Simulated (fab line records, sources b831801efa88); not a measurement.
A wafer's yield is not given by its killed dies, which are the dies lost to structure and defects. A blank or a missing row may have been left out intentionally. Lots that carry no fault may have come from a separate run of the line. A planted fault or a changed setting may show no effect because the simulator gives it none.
Lot-split experiment + flow sfq line + 23 wafers read across 5 lots, on a route 325 steps long

SPLIT DETAILS
At SFQ_TRILAYER_L0_VIA_LITHO_PEB_016 (peb time 60 s), the setting peb time s was moved away from the recipe's 60 s on 10 of the 23 wafers read, by -12.0% to +14.0%. This setting was run at the recipe's value on the other wafers.

FROM SPLIT TO READING: 1 step shown by the file between the two
- SFQ_TRILAYER_L0_VIA_LITHO_DEVELOP_015: time 60 s

THE READING
L0V.cd nm (the simulator's own value, which no gauge read), in nm, at SFQ_TRILAYER_L0_VIA_BARC_OPEN_VIA_ETCH_021 (etches BARC in O2, target depth 125 nm, time 42.74 s). The file does not state a usual value for it. Here, 13 wafers ran the recipe; their average is 699.9 nm with a standard deviation of 1 nm.

| wafer  | tool, chamber at the split | peb time s as run, s | against the recipe | L0V.cd nm, nm | against lot-mates on the recipe |
|--------|----------------------------|----------------------|--------------------|---------------|---------------------------------|
| L076.1 | litho track-01, 0          | 60                   | recipe             | 699.3         | -                               |
| L076.2 | litho track-01, 0          | 52.77                | -12.0%             | 682           | -17.3                           |
| L076.3 | litho track-01, 0          | 60                   | recipe             | 699           | -                               |
| L076.5 | litho track-01, 0          | 60                   | recipe             | 699.6         | -                               |
| L076.6 | litho track-01, 0          | 52.77                | -12.0%             | 681.2         | -18.1                           |
| L077.1 | litho track-03, 0          | 63.02                | +5.0%              | 706.6         | +6.4                            |
| L077.3 | litho track-03, 0          | 63.02                | +5.0%              | 708.4         | +8.2                            |
| L077.4 | litho track-03, 0          | 60                   | recipe             | 699.1         | -                               |
| L077.5 | litho track-03, 0          | 63.02                | +5.0%              | 707.6         | +7.4                            |
| L077.6 | litho track-03, 0          | 60                   | recipe             | 701.2         | -                               |
| L079.1 | litho track-03, 0          | 65.1                 | +8.5%              | 711.3         | +12.1                           |
| L079.3 | litho track-03, 0          | 60                   | recipe             | 700.4         | -                               |
| L079.4 | litho track-03, 0          | 60                   | recipe             | 699           | -                               |
| L079.5 | litho track-03, 0          | 65.1                 | +8.5%              | 712           | +12.8                           |
| L079.6 | litho track-03, 0          | 60                   | recipe             | 698.3         | -                               |
| L081.1 | litho track-03, 0          | 60                   | recipe             | 702.3         | -                               |
| L081.3 | litho track-03, 0          | 60                   | recipe             | 700.4         | -                               |
| L081.4 | litho track-03, 0          | 60                   | recipe             | 700.2         | -                               |
| L083.1 | litho track-02, 0          | 68.4                 | +14.0%             | 718.2         | +18.2                           |
| L083.2 | litho track-02, 0          | 68.4                 | +14.0%             | 718.7         | +18.8                           |
| L083.3 | litho track-02, 0          | 68.4                 | +14.0%             | 717           | +17.0                           |
| L083.4 | litho track-02, 0          | 60                   | recipe             | 700.6         | -                               |
| L083.6 | litho track-02, 0          | 60                   | recipe             | 699.3         | -                               |

THE FIT
A straight line over all 23 wafers: L0V.cd nm changes by +1.39 nm for each +1% of peb time s; r = +0.99; the points scatter about the line by 1.2 nm.
The same after taking each lot's own level away (the mean of its wafers on the recipe; 23 wafers): +1.38 nm for each +1%; r = +0.99; scatter 0.98 nm.
The reading moves by 19 nm for the largest change in peb time s, on that fit.
The lots' own levels span 699.23 to 700.97 nm, that is 1.7 times the standard deviation above.
Consequently the slope shifts little with the lot-to-lot level, the two slopes agreeing.
Check: for one of the wafers moved furthest among these (+14.0%), held out of the fit, the line's prediction against its lot-mates is +19.3 nm. It came out at +18.2 nm against them.

ADDITIONAL SPLITS CARRIED BY THESE WAFERS
These wafers also went through other splits before the reading. Each is held against what the fit with the lots' levels taken away leaves over:
| other split on the same wafers              | wafers away from the commonest value | r with L0V.cd nm (lot level and that fit taken away) |
|---------------------------------------------|--------------------------------------|------------------------------------------------------|
| SFQ_TRILAYER_INCOMING_OXIDATION_002 temp c  | 10                                   | -0.39                                                |
| SFQ_TRILAYER_L0_DEP_SPUTTER_003 power w     | 7                                    | +0.08                                                |
| SFQ_TRILAYER_L0_LITHO_PEB_008 peb time s    | 10                                   | -0.09                                                |
| SFQ_TRILAYER_L0_VIA_LITHO_COAT_018 spin rpm | 5                                    | -0.08                                                |

THE FILE'S OWN FIT
L0V.cd nm changes by +1.39 nm for each +1% of peb time s, r = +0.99.
